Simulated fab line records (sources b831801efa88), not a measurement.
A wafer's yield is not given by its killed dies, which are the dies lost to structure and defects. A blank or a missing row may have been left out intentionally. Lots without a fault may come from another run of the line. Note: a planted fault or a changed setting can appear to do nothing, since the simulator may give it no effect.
fab line records ; flow sky130
record lots=14; wafers=42; lastDay=50
route steps=708 shown LDD_HVP@284 PAD_OPEN@708
lots that met no fault: from a run of the same line without faults
startH: the number of hours between the record's first day and the start of the first shown wafer of the lot ; waitH: hours from the lot's prior step to this one ; " unchanged from the row above ; L1.1+2: a single row standing in for several wafers ; - no value, or no start was given ; * or withheld: withheld ; < > ~ a bound
route shown NAME@n: a module of which the file shows steps, and the number in the route of the first ; usual: mean/standard deviation taken from wafers without a fault ; same: alike in all rows ; chamber/n: place in a boat ; sites: per-site readings ; _std_site: the standard deviation of these ; _edge_site: mean of outer sites minus mean of inner sites ; radiusMm: for every site, how far away it sits from the centre of the wafer ; mask NAME#n: copy n ; behind: the most recent tool/chamber to have shaped the wafer ; hold: the reason the lot was held/the length of the hold in hours/how it ended ; device: whichever transistor did not switch (one of n, p or np) ; end of line: tests run on the same wafers once the route is complete ; a step given without rows: its recipe and nothing more ; killed: not the wafer's yield, but the dies lost to structure and defects at the first sort ; map: a wafer's dies, x killed, . not, _ none there
set.NAME: setting as actually run; set.NAME@STEP: the setting as run at that earlier step ; model.NAME: the simulator's own value behind a step, which no gauge read
route steps across a sampled set of lots; one table per step, one row per wafer
services: a tool's chamber out of use, with start hour (startH, from the record's first day; less than 0 if before it), hours out, and reason
## steps
# step SKY_LDD_HVP_DEVELOP_06
# recipe resist=NOVOLAK; developer=TMAH; developTimeS=60; devTempC=23
# usual developerTempC=23.01/0.097
lot.wafer;tool;chamber;startH;waitH;developerTempC
L573.2;lithoTrack-01;0;498.71;0.1;22.89
L573.3;lithoTrack-01;0;498.71;0.1;22.96
L573.5;lithoTrack-01;0;498.71;0.1;22.82
L574.1;lithoTrack-02;0;504.89;0.1;22.88
L574.2;lithoTrack-02;0;504.89;0.1;22.92
L574.6;lithoTrack-02;0;504.89;0.1;22.97
L576.1;lithoTrack-03;0;532.03;0.1;23.00
L576.5;lithoTrack-03;0;532.03;0.1;22.92
L576.6;lithoTrack-03;0;532.03;0.1;22.92
L578.3;lithoTrack-02;0;550.44;0.1;23.10
L578.4;lithoTrack-02;0;550.44;0.1;23.12
L578.5;lithoTrack-02;0;550.44;0.1;23.13
L579.1;lithoTrack-01;0;560.08;0.1;22.95
L579.4;lithoTrack-01;0;560.08;0.1;22.91
L579.6;lithoTrack-01;0;560.08;0.1;22.87
L580.3;lithoTrack-03;0;561.83;0.1;22.93
L580.4;lithoTrack-03;0;561.83;0.1;23.10
L580.6;lithoTrack-03;0;561.83;0.1;23.19
L582.1;lithoTrack-03;0;585.58;0.1;22.92
L582.2;lithoTrack-03;0;585.58;0.1;23.03
L582.5;lithoTrack-03;0;585.58;0.1;23.06
L583.2;lithoTrack-03;0;599.01;0.1;22.90
L583.4;lithoTrack-03;0;599.01;0.1;22.92
L583.6;lithoTrack-03;0;599.01;0.1;23.04
L584.1;lithoTrack-03;0;606.43;0.1;22.86
L584.4;lithoTrack-03;0;606.43;0.1;23.05
L584.5;lithoTrack-03;0;606.43;0.1;22.99
L585.4;lithoTrack-03;0;615.11;0.1;23.12
L585.5;lithoTrack-03;0;615.11;0.1;23.10
L585.6;lithoTrack-03;0;615.11;0.1;23.07
L586.4;lithoTrack-03;0;623.56;0.1;22.93
L586.5;lithoTrack-03;0;623.56;0.1;23.10
L586.6;lithoTrack-03;0;623.56;0.1;23.10
L593.1;lithoTrack-03;0;680.58;0.1;23.95
L593.4;lithoTrack-03;0;680.58;0.1;24.26
L593.5;lithoTrack-03;0;680.58;0.1;24.16
L595.1;lithoTrack-01;0;685.03;0.1;23.15
L595.4;lithoTrack-01;0;685.03;0.1;23.06
L595.5;lithoTrack-01;0;685.03;0.1;23.21
L594.2;lithoTrack-03;0;687.01;0.1;23.91
L594.3;lithoTrack-03;0;687.01;0.1;23.94
L594.4;lithoTrack-03;0;687.01;0.1;23.97
# step SKY_PAD_OPEN_PROBE_99
# usual killed_at_M0_to_M3=44/7; killed_at_M4_up=3.2/2; killedAtContacts=25/5.3; killedAtFrontEnd=15/4.3; killedAtOther=0.3/0.54; killedDies=86/8.7; killedOpen=47/6.4; killedShort=39/5.6
# same grossDies=492; killedAtBackSide=0
lot.wafer;tool;chamber;startH;waitH;killed_at_M0_to_M3;killed_at_M4_up;killedAtContacts;killedAtFrontEnd;killedAtOther;killedDies;killedOpen;killedShort
L582.1;prober-01;-;1137.37;0.1;49;5;20;15;0;89;40;48
L582.2;prober-01;-;1137.42;0.1;39;2;29;15;0;85;50;34
L582.5;prober-01;-;1137.57;0.2;42;1;24;7;0;74;44;30
L586.4;prober-01;-;1157.16;0.2;37;0;24;14;0;75;45;30
L586.5;prober-01;-;1157.21;0.2;37;2;28;20;0;87;49;38
L586.6;prober-01;-;1157.26;0.2;46;4;22;13;0;85;43;42
# killed by level:class
L582.1 METAL2:geometricParticle:short=9 VIA2:geometricParticle:open=8 VIA1:geometricParticle:open=8 FIELD_ISO:geometricParticle:short=6 LOCAL_INTERCONNECT:geometricParticle:short=6 LI_CONTACT:geometricParticle:open=5 METAL1:geometricParticle:short=5 METAL1:geometricParticle:open=5
L582.2 CONTACT:geometricParticle:open=15 VIA2:geometricParticle:open=11 METAL1:geometricParticle:short=9 LI_CONTACT:geometricParticle:open=6 FIELD_ISO:geometricParticle:short=5 FIELD_ISO:geometricParticle:open=4 LOCAL_INTERCONNECT:geometricParticle:short=4 CONTACT:geometricParticle:short=4
L582.5 VIA1:geometricParticle:open=9 LI_CONTACT:geometricParticle:open=8 CONTACT:geometricParticle:open=8 METAL1:geometricParticle:short=7 VIA3:geometricParticle:open=6 VIA2:geometricParticle:open=5 POLY_GATE:geometricParticle:open=3 VIA2:geometricParticle:short=3
L586.4 VIA1:geometricParticle:open=9 VIA2:geometricParticle:open=8 LI_CONTACT:geometricParticle:open=7 CONTACT:geometricParticle:open=7 FIELD_ISO:geometricParticle:open=5 CONTACT:geometricParticle:short=5 METAL1:geometricParticle:short=4 VIA3:geometricParticle:open=4
L586.5 CONTACT:geometricParticle:open=9 CONTACT:geometricParticle:short=9 VIA1:geometricParticle:open=9 FIELD_ISO:geometricParticle:open=8 VIA3:geometricParticle:open=6 VIA2:geometricParticle:open=4 SPACER:geometricParticle:short=3 LI_CONTACT:geometricParticle:open=3
L586.6 VIA1:geometricParticle:short=11 VIA3:geometricParticle:open=7 CONTACT:geometricParticle:open=7 VIA1:geometricParticle:open=7 LI_CONTACT:geometricParticle:open=6 VIA2:geometricParticle:open=6 METAL1:geometricParticle:short=5 LOCAL_INTERCONNECT:geometricParticle:short=4
## services
tool;chamber;startH;hours;kind
lithoTrack-03;-;516.48;-;consumableReplace:filter
## key
firstSign step=SKY_LDD_HVP_DEVELOP_06; reading=developerTempC; direction=up; sigmas=11; usual=*; struck=*
effect none on later readings
metAt SKY_LDD_HVP_DEVELOP_06
struckLots L593,L594
testerLeftOut L593,L594
onsetBetween 623.56 680.58
fault kind=processParameterDrift; tool=lithoTrack-03; chamber=-; onsetH=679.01; steps=SKY_LDD_HVP_DEVELOP_06; channel=devTempC; offset=*; shape=step; endH=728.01; actsIn=*; stated=*
# testerLeftOut: of these lots the tester's yield and bins aren't shown, on N5 and GAA mostly nor the transistor test; their killed dies are dies lost to structure and defects alone, not to doping, threshold or leakage, so they don't give the yield
